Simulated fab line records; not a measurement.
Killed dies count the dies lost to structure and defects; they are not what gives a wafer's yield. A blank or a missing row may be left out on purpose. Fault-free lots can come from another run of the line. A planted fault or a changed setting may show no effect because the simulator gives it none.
fab line records / flow sfq_line
record: lots: 14 wafers: 42 last_day: 86
route steps=325 shown L0V@16
lots with no fault: from the same line, run without faults
start_h: the number of hours between the record's first day and the start of the first shown wafer of the lot / wait_h: hours elapsed since this lot's preceding step / " identical to the entry in the row above / L1.1+2: a row that stands for several wafers / - no value, or no start given / * or withheld: withheld / < > ~ a bound
route shown NAME@n: a module of which the file shows steps, and the number in the route of the first / usual: the fault-free wafers' mean and standard deviation / same: alike in all rows / chamber/n: place in a boat / sites: readings site by site / _std_site: standard deviation of those values / _edge_site: inner sites' mean taken away from outer sites' mean / radius_mm: how far each site lies from the wafer's centre / mask NAME#n: copy n / behind: the tool/chamber that last shaped the wafer / hold: why the lot went on hold/how many hours it stayed there/how the hold came to an end / device: transistor that didn't switch, given as n, p or np / end of line: the tests these same wafers got at the end of their route / a step given without rows: its recipe and nothing more / killed: not the wafer's yield, but the dies lost to structure and defects at the first sort / map: shows each die of a wafer: x if killed, . if not, _ if none is there
set.NAME: the setting that was run; set.NAME@STEP: the one run at that earlier step / model.NAME: the simulator's own value behind a step, which no gauge read
the route's steps for a sample of lots (tables are steps, rows are wafers)
services: the hour from which a tool's chamber was out of use, counted from the record's first day as start_h (under 0 if before that day), plus the number of hours and why
== steps ==
step: SFQ_TRILAYER_L0_CAP_PECVD_011
recipe: material: SiO2 temp_c: 150 time_s: 13.333 pressure_torr: 2.4 rf_w: 183.3 precursor: SiH4/N2O target_thk_nm: 60
usual: heater_power_w: 86/17 throttle_valve_pct: 24.7/1.8
lot.wafer=L262.1 tool=pecvd-04 chamber=2 start_h=80.58 wait_h=0.0 heater_power_w=91 throttle_valve_pct=23.4
lot.wafer=L262.2 tool=pecvd-04 chamber=1 start_h=80.58 wait_h=0.0 heater_power_w=78 throttle_valve_pct=24.9
lot.wafer=L262.3 tool=pecvd-04 chamber=0 start_h=80.58 wait_h=0.0 heater_power_w=90 throttle_valve_pct=23.3
lot.wafer=L263.2 tool=pecvd-03 chamber=2 start_h=87.80 wait_h=0.0 heater_power_w=75 throttle_valve_pct=26.2
lot.wafer=L263.4 tool=pecvd-03 chamber=2 start_h=87.80 wait_h=0.0 heater_power_w=76 throttle_valve_pct=26.4
lot.wafer=L263.6 tool=pecvd-03 chamber=1 start_h=87.80 wait_h=0.0 heater_power_w=59 throttle_valve_pct=23.9
lot.wafer=L264.1 tool=pecvd-01 chamber=1 start_h=88.98 wait_h=0.0 heater_power_w=108 throttle_valve_pct=29.0
lot.wafer=L264.2 tool=pecvd-01 chamber=2 start_h=88.98 wait_h=0.0 heater_power_w=101 throttle_valve_pct=23.1
lot.wafer=L264.4 tool=pecvd-01 chamber=1 start_h=88.98 wait_h=0.0 heater_power_w=112 throttle_valve_pct=28.7
lot.wafer=L265.1 tool=pecvd-04 chamber=0 start_h=95.00 wait_h=0.0 heater_power_w=99 throttle_valve_pct=23.1
lot.wafer=L265.3 tool=pecvd-04 chamber=1 start_h=95.00 wait_h=0.0 heater_power_w=79 throttle_valve_pct=24.6
lot.wafer=L265.6 tool=pecvd-04 chamber=1 start_h=95.00 wait_h=0.0 heater_power_w=79 throttle_valve_pct=25.0
lot.wafer=L266.1 tool=pecvd-03 chamber=2 start_h=101.82 wait_h=0.0 heater_power_w=71 throttle_valve_pct=26.2
lot.wafer=L266.2 tool=pecvd-03 chamber=0 start_h=101.82 wait_h=0.0 heater_power_w=109 throttle_valve_pct=24.6
lot.wafer=L266.5 tool=pecvd-03 chamber=2 start_h=101.82 wait_h=0.0 heater_power_w=73 throttle_valve_pct=26.2
lot.wafer=L267.1 tool=pecvd-04 chamber=1 start_h=106.62 wait_h=0.0 heater_power_w=77 throttle_valve_pct=24.8
lot.wafer=L267.3 tool=pecvd-04 chamber=2 start_h=106.62 wait_h=0.0 heater_power_w=93 throttle_valve_pct=23.3
lot.wafer=L267.4 tool=pecvd-04 chamber=2 start_h=106.62 wait_h=0.0 heater_power_w=91 throttle_valve_pct=23.1
lot.wafer=L268.1 tool=pecvd-03 chamber=2 start_h=107.82 wait_h=0.0 heater_power_w=77 throttle_valve_pct=26.3
lot.wafer=L268.3 tool=pecvd-03 chamber=1 start_h=107.82 wait_h=0.0 heater_power_w=66 throttle_valve_pct=23.8
lot.wafer=L268.5 tool=pecvd-03 chamber=0 start_h=107.82 wait_h=0.0 heater_power_w=104 throttle_valve_pct=24.7
lot.wafer=L269.1 tool=pecvd-03 chamber=1 start_h=112.62 wait_h=0.0 heater_power_w=64 throttle_valve_pct=24.1
lot.wafer=L269.4 tool=pecvd-03 chamber=1 start_h=112.62 wait_h=0.0 heater_power_w=65 throttle_valve_pct=23.9
lot.wafer=L269.6 tool=pecvd-03 chamber=2 start_h=112.62 wait_h=0.0 heater_power_w=76 throttle_valve_pct=26.3
lot.wafer=L270.1 tool=pecvd-03 chamber=2 start_h=115.02 wait_h=0.0 heater_power_w=71 throttle_valve_pct=26.2
lot.wafer=L270.3 tool=pecvd-03 chamber=0 start_h=115.02 wait_h=0.0 heater_power_w=102 throttle_valve_pct=25.1
lot.wafer=L270.4 tool=pecvd-03 chamber=2 start_h=115.02 wait_h=0.0 heater_power_w=72 throttle_valve_pct=26.4
lot.wafer=L278.2 tool=pecvd-04 chamber=1 start_h=172.21 wait_h=0.0 heater_power_w=82 throttle_valve_pct=25.0
lot.wafer=L278.3 tool=pecvd-04 chamber=0 start_h=172.21 wait_h=0.0 heater_power_w=96 throttle_valve_pct=23.7
lot.wafer=L278.5 tool=pecvd-04 chamber=0 start_h=172.21 wait_h=0.0 heater_power_w=99 throttle_valve_pct=23.5
lot.wafer=L279.2 tool=pecvd-01 chamber=1 start_h=177.50 wait_h=0.0 heater_power_w=106 throttle_valve_pct=29.6
lot.wafer=L279.4 tool=pecvd-01 chamber=1 start_h=177.50 wait_h=0.0 heater_power_w=109 throttle_valve_pct=29.8
lot.wafer=L279.6 tool=pecvd-01 chamber=2 start_h=177.50 wait_h=0.0 heater_power_w=105 throttle_valve_pct=23.5
lot.wafer=L280.1 tool=pecvd-01 chamber=0 start_h=187.33 wait_h=0.0 heater_power_w=61 throttle_valve_pct=23.9
lot.wafer=L280.2 tool=pecvd-01 chamber=1 start_h=187.33 wait_h=0.0 heater_power_w=107 throttle_valve_pct=29.6
lot.wafer=L280.3 tool=pecvd-01 chamber=2 start_h=187.33 wait_h=0.0 heater_power_w=98 throttle_valve_pct=23.5
lot.wafer=L282.1 tool=pecvd-04 chamber=1 start_h=199.33 wait_h=0.0 heater_power_w=70 throttle_valve_pct=25.4
lot.wafer=L282.2 tool=pecvd-04 chamber=2 start_h=199.33 wait_h=0.0 heater_power_w=87 throttle_valve_pct=23.6
lot.wafer=L282.5 tool=pecvd-04 chamber=0 start_h=199.33 wait_h=0.0 heater_power_w=99 throttle_valve_pct=23.8
lot.wafer=L285.2 tool=pecvd-03 chamber=1 start_h=214.13 wait_h=0.0 heater_power_w=61 throttle_valve_pct=23.7
lot.wafer=L285.3 tool=pecvd-03 chamber=0 start_h=214.13 wait_h=0.0 heater_power_w=109 throttle_valve_pct=24.5
lot.wafer=L285.6 tool=pecvd-03 chamber=1 start_h=214.13 wait_h=0.0 heater_power_w=62 throttle_valve_pct=23.9
step: SFQ_TRILAYER_L0_VIA_ETCH_VIA_ETCH_016
recipe: target: SiO2 stop_on: MoNx_KI mask_material: PR chemistry: CHF3 target_depth_nm: 80 source_w: 500 bias_w: 80 pressure_mtorr: 30 time_s: withheld
usual: bias_w: 79.97/0.22 drypump_motor_current_A: 5.5/0.37 oes_product_au: 0.842/0.0088
lot.wafer=L262.1 tool=rie_diel-01 chamber=0 start_h=141.30 wait_h=0.0 bias_w=79.94 drypump_motor_current_A=5.1 oes_product_au=0.841
lot.wafer=L262.2 tool=rie_diel-01 chamber=1 start_h=141.30 wait_h=0.0 bias_w=80.27 drypump_motor_current_A=5.6 oes_product_au=0.844
lot.wafer=L262.3 tool=rie_diel-01 chamber=3 start_h=141.30 wait_h=0.0 bias_w=80.56 drypump_motor_current_A=5.6 oes_product_au=0.833
lot.wafer=L263.2 tool=rie_diel-04 chamber=3 start_h=153.30 wait_h=0.0 bias_w=79.82 drypump_motor_current_A=5.4 oes_product_au=0.840
lot.wafer=L263.4 tool=rie_diel-04 chamber=1 start_h=153.30 wait_h=0.0 bias_w=79.81 drypump_motor_current_A=6.0 oes_product_au=0.845
lot.wafer=L263.6 tool=rie_diel-04 chamber=0 start_h=153.30 wait_h=0.0 bias_w=79.92 drypump_motor_current_A=5.8 oes_product_au=0.840
lot.wafer=L264.1 tool=rie_diel-04 chamber=2 start_h=157.28 wait_h=0.0 bias_w=80.38 drypump_motor_current_A=5.2 oes_product_au=0.823
lot.wafer=L264.2 tool=rie_diel-04 chamber=3 start_h=157.28 wait_h=0.0 bias_w=79.98 drypump_motor_current_A=5.4 oes_product_au=0.838
lot.wafer=L264.4 tool=rie_diel-04 chamber=0 start_h=157.28 wait_h=0.0 bias_w=80.02 drypump_motor_current_A=5.8 oes_product_au=0.831
lot.wafer=L265.1 tool=rie_diel-03 chamber=2 start_h=174.30 wait_h=0.0 bias_w=80.18 drypump_motor_current_A=6.1 oes_product_au=0.831
lot.wafer=L265.3 tool=rie_diel-03 chamber=1 start_h=174.30 wait_h=0.0 bias_w=79.68 drypump_motor_current_A=4.8 oes_product_au=0.832
lot.wafer=L265.6 tool=rie_diel-03 chamber=3 start_h=174.30 wait_h=0.0 bias_w=80.02 drypump_motor_current_A=5.1 oes_product_au=0.834
lot.wafer=L266.1 tool=rie_diel-03 chamber=3 start_h=185.32 wait_h=0.0 bias_w=79.88 drypump_motor_current_A=5.2 oes_product_au=0.841
lot.wafer=L266.2 tool=rie_diel-03 chamber=0 start_h=185.32 wait_h=0.0 bias_w=80.10 drypump_motor_current_A=5.8 oes_product_au=0.836
lot.wafer=L266.5 tool=rie_diel-03 chamber=2 start_h=185.32 wait_h=0.0 bias_w=79.76 drypump_motor_current_A=6.1 oes_product_au=0.859
lot.wafer=L267.1 tool=rie_diel-03 chamber=0 start_h=190.12 wait_h=0.0 bias_w=80.02 drypump_motor_current_A=5.8 oes_product_au=0.842
lot.wafer=L267.3 tool=rie_diel-03 chamber=2 start_h=190.12 wait_h=0.0 bias_w=79.91 drypump_motor_current_A=6.1 oes_product_au=0.839
lot.wafer=L267.4 tool=rie_diel-03 chamber=3 start_h=190.12 wait_h=0.0 bias_w=80.28 drypump_motor_current_A=5.1 oes_product_au=0.851
lot.wafer=L268.1 tool=rie_diel-01 chamber=3 start_h=193.72 wait_h=0.0 bias_w=79.96 drypump_motor_current_A=5.7 oes_product_au=0.848
lot.wafer=L268.3 tool=rie_diel-01 chamber=2 start_h=193.72 wait_h=0.0 bias_w=79.89 drypump_motor_current_A=5.4 oes_product_au=0.844
lot.wafer=L268.5 tool=rie_diel-01 chamber=2 start_h=193.72 wait_h=0.0 bias_w=79.96 drypump_motor_current_A=5.4 oes_product_au=0.866
lot.wafer=L269.1 tool=rie_diel-03 chamber=3 start_h=197.32 wait_h=0.0 bias_w=79.88 drypump_motor_current_A=5.2 oes_product_au=0.803
lot.wafer=L269.4 tool=rie_diel-03 chamber=0 start_h=197.32 wait_h=0.0 bias_w=79.69 drypump_motor_current_A=5.8 oes_product_au=0.803
lot.wafer=L269.6 tool=rie_diel-03 chamber=1 start_h=197.32 wait_h=0.0 bias_w=79.82 drypump_motor_current_A=4.8 oes_product_au=0.811
lot.wafer=L270.1 tool=rie_diel-03 chamber=0 start_h=200.92 wait_h=0.0 bias_w=79.72 drypump_motor_current_A=5.8 oes_product_au=0.803
lot.wafer=L270.3 tool=rie_diel-03 chamber=2 start_h=200.92 wait_h=0.0 bias_w=79.97 drypump_motor_current_A=6.1 oes_product_au=0.814
lot.wafer=L270.4 tool=rie_diel-03 chamber=3 start_h=200.92 wait_h=0.0 bias_w=80.16 drypump_motor_current_A=5.1 oes_product_au=0.828
lot.wafer=L278.2 tool=rie_diel-04 chamber=3 start_h=271.25 wait_h=0.0 bias_w=79.87 drypump_motor_current_A=5.4 oes_product_au=0.826
lot.wafer=L278.3 tool=rie_diel-04 chamber=1 start_h=271.25 wait_h=0.0 bias_w=79.90 drypump_motor_current_A=6.0 oes_product_au=0.829
lot.wafer=L278.5 tool=rie_diel-04 chamber=2 start_h=271.25 wait_h=0.0 bias_w=79.75 drypump_motor_current_A=5.2 oes_product_au=0.837
lot.wafer=L279.2 tool=rie_diel-01 chamber=0 start_h=278.45 wait_h=0.0 bias_w=79.68 drypump_motor_current_A=5.1 oes_product_au=0.821
lot.wafer=L279.4 tool=rie_diel-01 chamber=2 start_h=278.45 wait_h=0.0 bias_w=80.23 drypump_motor_current_A=5.4 oes_product_au=0.829
lot.wafer=L279.6 tool=rie_diel-01 chamber=3 start_h=278.45 wait_h=0.0 bias_w=79.92 drypump_motor_current_A=5.7 oes_product_au=0.838
lot.wafer=L280.1 tool=rie_diel-04 chamber=0 start_h=285.65 wait_h=0.0 bias_w=79.82 drypump_motor_current_A=5.8 oes_product_au=0.842
lot.wafer=L280.2 tool=rie_diel-04 chamber=1 start_h=285.65 wait_h=0.0 bias_w=80.09 drypump_motor_current_A=6.0 oes_product_au=0.829
lot.wafer=L280.3 tool=rie_diel-04 chamber=3 start_h=285.65 wait_h=0.0 bias_w=80.26 drypump_motor_current_A=5.4 oes_product_au=0.851
lot.wafer=L282.1 tool=rie_diel-04 chamber=0 start_h=309.47 wait_h=0.0 bias_w=79.64 drypump_motor_current_A=5.8 oes_product_au=0.829
lot.wafer=L282.2 tool=rie_diel-04 chamber=3 start_h=309.47 wait_h=0.0 bias_w=80.69 drypump_motor_current_A=5.4 oes_product_au=0.835
lot.wafer=L282.5 tool=rie_diel-04 chamber=3 start_h=309.47 wait_h=0.0 bias_w=80.30 drypump_motor_current_A=5.4 oes_product_au=0.842
lot.wafer=L285.2 tool=rie_diel-01 chamber=2 start_h=333.19 wait_h=0.0 bias_w=80.26 drypump_motor_current_A=5.4 oes_product_au=0.847
lot.wafer=L285.3 tool=rie_diel-01 chamber=3 start_h=333.19 wait_h=0.0 bias_w=80.09 drypump_motor_current_A=5.6 oes_product_au=0.844
lot.wafer=L285.6 tool=rie_diel-01 chamber=1 start_h=333.19 wait_h=0.0 bias_w=79.83 drypump_motor_current_A=5.6 oes_product_au=0.851
== services ==
tool=rie_diel-01 chamber=3 start_h=71.48 hours=3.7 kind=repair
tool=rie_diel-01 chamber=0 start_h=74.51 hours=44.4 kind=repair
tool=rie_diel-03 chamber=2 start_h=82.69 hours=- kind=clean
tool=rie_diel-03 chamber=2 start_h=82.69 hours=21.4 kind=scheduled_down
tool=rie_diel-03 chamber=2 start_h=82.69 hours=21.4 kind=vent_cycle
tool=pecvd-01 chamber=- start_h=91.85 hours=41.6 kind=repair
tool=pecvd-04 chamber=- start_h=101.00 hours=0.8 kind=repair
tool=rie_diel-03 chamber=0 start_h=113.28 hours=2.9 kind=repair
tool=rie_diel-04 chamber=1 start_h=114.39 hours=- kind=clean
tool=pecvd-03 chamber=- start_h=116.53 hours=6.0 kind=pm
tool=pecvd-01 chamber=2 start_h=120.16 hours=4.2 kind=repair
tool=pecvd-04 chamber=- start_h=135.20 hours=1.9 kind=repair
tool=pecvd-04 chamber=- start_h=138.06 hours=6.0 kind=pm
tool=pecvd-03 chamber=- start_h=147.20 hours=1.4 kind=repair
tool=rie_diel-04 chamber=0 start_h=158.35 hours=3.6 kind=repair
tool=rie_diel-01 chamber=1 start_h=164.58 hours=3.8 kind=repair
tool=pecvd-01 chamber=- start_h=232.18 hours=1.7 kind=repair
tool=rie_diel-04 chamber=0 start_h=235.02 hours=8.2 kind=repair
tool=rie_diel-03 chamber=0 start_h=235.89 hours=4.1 kind=repair
tool=rie_diel-01 chamber=3 start_h=245.03 hours=2.9 kind=repair
tool=rie_diel-04 chamber=- start_h=247.25 hours=15.6 kind=pm
tool=rie_diel-03 chamber=2 start_h=293.47 hours=9.8 kind=repair
tool=rie_diel-01 chamber=- start_h=302.67 hours=0.2 kind=repair
tool=pecvd-01 chamber=1 start_h=331.33 hours=3.9 kind=repair
== key ==
first_sign: step: SFQ_TRILAYER_L0_VIA_ETCH_VIA_ETCH_016 reading: oes_product_au direction: down sigmas: 3.7 usual: 0.842 struck: 0.810
effect none on later readings
met_at SFQ_TRILAYER_L0_CAP_PECVD_011
struck_lots L269,L270
onset_between 107.82 112.62
also_fits SFQ_TRILAYER_L0_VIA_ETCH_VIA_ETCH_016:rie_diel-03
fault: kind: process_parameter_drift tool: pecvd-03 chamber: - onset_h: 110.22 steps: SFQ_TRILAYER_L0_CAP_PECVD_011 channel: target_thk_nm offset: -4.3393 shape: step end_h: 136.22 acts_in: these_recipes_only stated: 60
